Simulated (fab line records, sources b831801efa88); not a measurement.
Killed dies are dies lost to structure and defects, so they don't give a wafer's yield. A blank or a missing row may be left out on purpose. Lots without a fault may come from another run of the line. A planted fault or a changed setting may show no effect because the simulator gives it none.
Tool commonality check | flow sky130 | 10 lots, 30 wafers sampled

WHY IT WAS OPENED
At SKY_VIA4_RS_MEAS_19 the reading VIA4_W_RS is flagged on 3 of 10 lots. Wafers without a fault read 0.2254 ohm/sq, standard deviation 0.0025.
Rule: a lot is flagged when every wafer of it that has a number lies more than 4 standard deviations from that mean, or none has a number. The other lots count as sound.

lot  | measured     | on            | VIA4_W_RS (ohm/sq), wafer by wafer | flag
L919 | day 42 12:59 | film_metro-03 | 0.1114 0.1126 0.1113               | FLAGGED
L920 | day 43 04:16 | film_metro-04 | 0.2247 0.2204 0.2231               |
L921 | day 43 17:18 | film_metro-03 | 0.2252 0.2267 0.2253               |
L924 | day 44 06:39 | film_metro-02 | 0.1129 0.1139 0.1133               | FLAGGED
L930 | day 45 21:55 | film_metro-02 | 0.1123 0.1118 0.1123               | FLAGGED
L931 | day 46 04:30 | film_metro-02 | 0.2247 0.2239 0.2256               |
L932 | day 46 11:55 | film_metro-02 | 0.2258 0.2251 0.2257               |
L936 | day 47 14:20 | film_metro-02 | 0.2258 0.2223 0.2234               |
L937 | day 47 17:01 | film_metro-02 | 0.2260 0.2226 0.2243               |
L939 | day 48 04:18 | film_metro-04 | 0.2253 0.2251 0.2239               |
The numbers of the flagged lots are 0.1124 ohm/sq on average: -0.1130 ohm/sq against the usual, or -45 standard deviations.

WHICH TOOL RAN EACH LOT
The record holds 4 process steps before the reading, out of a route of 708 steps. In each cell: the tool, then ch and the chambers that the sampled wafers went through, then the start.
lot  | flag    | SKY_METAL3_ETCH_16                | SKY_VIA3_SPUTTER_20          | SKY_CAP2M_STRIP_14                   | SKY_VIA4_CVD_18
L919 | FLAGGED | rie_metal-03 ch 0,1, day 38 05:38 | pvd_sputter-02, day 39 09:13 | plasma_asher-02 ch 0,1, day 40 11:02 | cvd_w-02 ch 0,1, day 42 12:31
L920 |         | rie_metal-01 ch 0,1, day 38 21:23 | pvd_sputter-04, day 40 00:16 | plasma_asher-03 ch 0,1, day 41 01:38 | cvd_w-01 ch 0,1, day 43 04:07
L921 |         | rie_metal-03 ch 0,1, day 39 11:41 | pvd_sputter-04, day 40 14:52 | plasma_asher-03 ch 0,1, day 41 15:39 | cvd_w-01 ch 0,1, day 43 17:08
L924 | FLAGGED | rie_metal-03 ch 0, day 40 02:26   | pvd_sputter-03, day 41 04:44 | plasma_asher-03 ch 0,1, day 42 05:46 | cvd_w-02 ch 0,1, day 44 06:11
L930 | FLAGGED | rie_metal-01 ch 0,1, day 41 22:49 | pvd_sputter-04, day 43 00:18 | plasma_asher-03 ch 0,1, day 44 00:12 | cvd_w-01 ch 0,1, day 45 21:16
L931 |         | rie_metal-04 ch 0,1, day 42 05:43 | pvd_sputter-02, day 43 07:46 | plasma_asher-02 ch 0,1, day 44 06:41 | cvd_w-01 ch 0,1, day 46 04:20
L932 |         | rie_metal-01 ch 0, day 42 12:20   | pvd_sputter-04, day 43 14:14 | plasma_asher-01 ch 0,1, day 44 13:57 | cvd_w-01 ch 0,1, day 46 11:46
L936 |         | rie_metal-03 ch 0,1, day 43 18:42 | pvd_sputter-04, day 44 19:35 | plasma_asher-03 ch 0,1, day 45 18:21 | cvd_w-01 ch 0,1, day 47 14:11
L937 |         | rie_metal-01 ch 0,1, day 43 23:32 | pvd_sputter-04, day 44 23:28 | plasma_asher-03 ch 0,1, day 45 21:33 | cvd_w-01 ch 0,1, day 47 16:52
L939 |         | rie_metal-03 ch 0,1, day 44 11:47 | pvd_sputter-02, day 45 12:29 | plasma_asher-02 ch 0, day 46 10:09   | cvd_w-02 ch 1, day 48 04:09
What these steps do:
- SKY_METAL3_ETCH_16: etches BARC in N2/H2, stops on SiO2, time 88.2 s, target depth 60 nm.
- SKY_VIA3_SPUTTER_20: material TiN, target thk 20 nm, time 80 s.
- SKY_CAP2M_STRIP_14: strips in O2/N2.
- SKY_VIA4_CVD_18: deposits W, target thk 505 nm, time 152.14 s.
- SKY_VIA4_RS_MEAS_19: measures by four-point-probe.

FLAGGED OVER TOTAL, TOOL BY TOOL (the gauges that took the reading come last)
step                | tool            | lots run | flagged | share of the flagged lots | sound lots run after its first flagged lot
SKY_METAL3_ETCH_16  | rie_metal-01    | 4        | 1       | some                      | 2 (L932,L937)
SKY_METAL3_ETCH_16  | rie_metal-03    | 5        | 2       | some                      | 3 (L921,L936,L939)
SKY_METAL3_ETCH_16  | rie_metal-04    | 1        | 0       | none                      | -
SKY_VIA3_SPUTTER_20 | pvd_sputter-02  | 3        | 1       | some                      | 2 (L931,L939)
SKY_VIA3_SPUTTER_20 | pvd_sputter-03  | 1        | 1       | some                      | 0
SKY_VIA3_SPUTTER_20 | pvd_sputter-04  | 6        | 1       | some                      | 3 (L932,L936,L937)
SKY_CAP2M_STRIP_14  | plasma_asher-01 | 1        | 0       | none                      | -
SKY_CAP2M_STRIP_14  | plasma_asher-02 | 3        | 1       | some                      | 2 (L931,L939)
SKY_CAP2M_STRIP_14  | plasma_asher-03 | 6        | 2       | some                      | 2 (L936,L937)
SKY_VIA4_CVD_18     | cvd_w-01        | 7        | 1       | some                      | 4 (L931,L932,L936,L937)
SKY_VIA4_CVD_18     | cvd_w-02        | 3        | 2       | some                      | 1 (L939)
SKY_VIA4_RS_MEAS_19 | film_metro-02   | 6        | 2       | some                      | 4 (L931,L932,L936,L937)
SKY_VIA4_RS_MEAS_19 | film_metro-03   | 2        | 1       | some                      | 1 (L921)
SKY_VIA4_RS_MEAS_19 | film_metro-04   | 2        | 0       | none                      | -

WHAT THE TABLE ALLOWS
No row of the table ran every flagged lot.

WHAT THE SIMULATOR HAD PUT IN
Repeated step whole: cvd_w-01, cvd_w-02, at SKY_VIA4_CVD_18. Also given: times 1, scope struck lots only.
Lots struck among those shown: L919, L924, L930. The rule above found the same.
